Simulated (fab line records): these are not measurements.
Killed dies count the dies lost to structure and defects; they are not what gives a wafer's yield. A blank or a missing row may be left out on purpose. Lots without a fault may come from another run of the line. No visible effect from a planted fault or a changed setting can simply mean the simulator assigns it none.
Which tool was responsible? | flow gf180mcu | 13 lots, 37 wafers sampled, at 5 steps of a route of 602

== WHAT THE GAUGES READ, wafer by wafer ==
GF_VT_IMPLANT_TW_MEAS_43.
lot  | measured     | on            | VT_IMPLANT_4_TW
L895 | day 7 11:08  | film-metro-03 | 702 699 697
L896 | day 7 17:43  | film-metro-03 | 701 700 697
L897 | day 8 12:20  | film-metro-04 | 689 695 689
L898 | day 8 19:27  | film-metro-02 | 689 685 687
L899 | day 8 21:11  | film-metro-04 | 695 689 690
L900 | day 9 01:33  | film-metro-03 | 694 693 693
L901 | day 9 06:59  | film-metro-03 | 698 696 696
L902 | day 9 16:55  | film-metro-04 | 695 693 696
L903 | day 10 00:04 | film-metro-02 | 693 689 688
L904 | day 10 09:56 | film-metro-04 | 697 697 699
L908 | day 11 04:37 | film-metro-02 | 691 691 688
L910 | day 11 17:41 | film-metro-03 | 698 694 701 695
L915 | day 13 04:55 | film-metro-03 | 695 695 693 694

GF_CONTACT_CD_MEAS_14: target cd 220 nm.
lot  | measured     | on        | cd-nm (nm)
L895 | day 15 23:49 | cd-sem-02 | 216.3 217.4 216.9
L896 | day 16 09:24 | cd-sem-01 | 219.2 219.9 219.0
L897 | day 17 05:57 | cd-sem-01 | 218.6 219.1 219.7
L898 | day 17 15:46 | cd-sem-02 | 217.6 217.2 218.9
L899 | day 17 18:52 | cd-sem-02 | 220.1 220.8 220.8
L900 | day 18 00:14 | cd-sem-01 | 220.6 221.5 219.9
L901 | day 18 03:40 | cd-sem-01 | 218.7 219.2 219.4
L902 | day 18 21:35 | cd-sem-02 | 221.3 221.5 221.1
L903 | day 19 08:19 | cd-sem-01 | 223.5 222.9 221.9
L904 | day 19 19:58 | cd-sem-02 | 218.2 216.2 218.9
L908 | day 20 23:51 | cd-sem-01 | 221.8 220.6 220.0
L910 | day 21 13:31 | cd-sem-01 | 220.2 219.6
L915 | day 23 14:08 | cd-sem-02 | 222.4 223.8

== EACH LOT AND THE TOOL THAT RAN IT (in order: tool; ch and the chambers of the sampled wafers; start) ==
lot  | GF_VT_IMPLANT_IMPLANT_30        | GF_VT_IMPLANT_STRIP_31               | GF_SALICIDE_RTA_08
L895 | implanter-02 ch 0, day 6 19:22  | plasma-asher-03 ch 0,1, day 6 19:28  | rtp-anneal-02 ch 0, day 15 01:28
L896 | implanter-04 ch 0, day 7 01:02  | plasma-asher-03 ch 0,1, day 7 01:10  | rtp-anneal-01 ch 0, day 15 11:15
L897 | implanter-02 ch 0, day 7 19:06  | plasma-asher-03 ch 0,1, day 7 19:15  | rtp-anneal-02 ch 0, day 16 06:55
L898 | implanter-02 ch 0, day 8 02:23  | plasma-asher-02 ch 0,1, day 8 02:32  | rtp-anneal-02 ch 0, day 16 16:28
L899 | implanter-04 ch 0, day 8 04:32  | plasma-asher-04 ch 0,1, day 8 04:41  | rtp-anneal-01 ch 0, day 16 18:18
L900 | implanter-02 ch 0, day 8 08:40  | plasma-asher-03 ch 0,1, day 8 08:48  | rtp-anneal-01 ch 0, day 17 00:37
L901 | implanter-04 ch 0, day 8 13:57  | plasma-asher-04 ch 0,1, day 8 14:06  | rtp-anneal-01 ch 0, day 17 04:10
L902 | implanter-02 ch 0, day 8 23:37  | plasma-asher-03 ch 0,1, day 8 23:44  | rtp-anneal-02 ch 0, day 17 20:41
L903 | implanter-03 ch 0, day 9 06:28  | plasma-asher-04 ch 0,1, day 9 06:34  | rtp-anneal-02 ch 0, day 18 07:25
L904 | implanter-04 ch 0, day 9 07:02  | plasma-asher-03 ch 0,1, day 9 07:11  | rtp-anneal-01 ch 0, day 18 18:15
L908 | implanter-02 ch 0, day 10 10:06 | plasma-asher-03 ch 0,1, day 10 10:14 | rtp-anneal-02 ch 0, day 19 22:45
L910 | implanter-02 ch 0, day 10 22:51 | plasma-asher-02 ch 0,1, day 10 23:00 | rtp-anneal-02 ch 0, day 20 12:40
L915 | implanter-02 ch 0, day 12 09:22 | plasma-asher-03 ch 0,1, day 12 09:28 | rtp-anneal-01 ch 0, day 22 10:02
- GF_VT_IMPLANT_IMPLANT_30
- GF_VT_IMPLANT_STRIP_31: strips in O2/N2.
- GF_SALICIDE_RTA_08: time 30 s.

== AS READ BY THE TOOLS THEMSELVES (means over the sampled wafers that have a number; for cases with no such wafer, the mark the record gives instead) ==
GF_VT_IMPLANT_STRIP_31.
lot  | tool            | drypump-motor-current-A (A) | heater-power-w (W) | oes-product-au (a.u.) | strip-time-to-endpoint-s (s)
L895 | plasma-asher-03 | 5.5                         | 318                | 0.715                 | 12.57
L896 | plasma-asher-03 | 5.7                         | 328                | 0.716                 | 12.60
L897 | plasma-asher-03 | 5.7                         | 336                | 0.718                 | 12.60
L898 | plasma-asher-02 | 6.1                         | 396                | 0.716                 | 12.66
L899 | plasma-asher-04 | 5.4                         | 354                | 0.722                 | 12.62
L900 | plasma-asher-03 | 5.5                         | 314                | 0.712                 | 12.65
L901 | plasma-asher-04 | 5.6                         | 311                | 0.724                 | 12.65
L902 | plasma-asher-03 | 5.7                         | 337                | 0.715                 | 12.62
L903 | plasma-asher-04 | 5.6                         | 310                | 0.712                 | 12.57
L904 | plasma-asher-03 | 5.5                         | 313                | 0.710                 | 12.68
L908 | plasma-asher-03 | 5.5                         | 316                | 0.716                 | 12.60
L910 | plasma-asher-02 | 5.9                         | 390                | 0.711                 | 12.63
L915 | plasma-asher-03 | 5.6                         | 322                | 0.712                 | 12.59

GF_SALICIDE_RTA_08.
lot  | tool          | lamp-power-pct (%) | wafer_temp_C_max
L895 | rtp-anneal-02 | 18.5               | 802.7
L896 | rtp-anneal-01 | 17.7               | 805.2
L897 | rtp-anneal-02 | 18.5               | 802.8
L898 | rtp-anneal-02 | 18.5               | 802.3
L899 | rtp-anneal-01 | 17.7               | 805.2
L900 | rtp-anneal-01 | 17.7               | 804.3
L901 | rtp-anneal-01 | 17.7               | 805.0
L902 | rtp-anneal-02 | 18.5               | 802.5
L903 | rtp-anneal-02 | 18.5               | 802.4
L904 | rtp-anneal-01 | 17.7               | 804.0
L908 | rtp-anneal-02 | 18.5               | 802.1
L910 | rtp-anneal-02 | 18.5               | 802.8
L915 | rtp-anneal-01 | 17.7               | 804.8

== THE ANSWER, worked out from the rows above alone ==
Rule: the usual values come from the lots themselves. The widest of any qualifying gaps counts: lots, ordered by their means at a reading, are off when they make up no more than a third of the lots, leave a main group of 4 or more, and stand apart from it by 3 or more times the standard deviation of that group's means. A main group whose means are all the same, to the digits that the tables above print for the reading, isn't used. Also off: a lot with no number at a reading for which 4 or more lots have one. The other lots that the step has rows for count as sound. After the gauges, taken in route order, come the tools' own readings; for these a lot's mean is taken, as printed above. At the first step where some lot is off, the reading lying furthest off is the one used; lots without a number count as furthest.
No lot is off at any reading shown: from this, nothing can be told.

== WHAT THE SIMULATOR PUT IN ==
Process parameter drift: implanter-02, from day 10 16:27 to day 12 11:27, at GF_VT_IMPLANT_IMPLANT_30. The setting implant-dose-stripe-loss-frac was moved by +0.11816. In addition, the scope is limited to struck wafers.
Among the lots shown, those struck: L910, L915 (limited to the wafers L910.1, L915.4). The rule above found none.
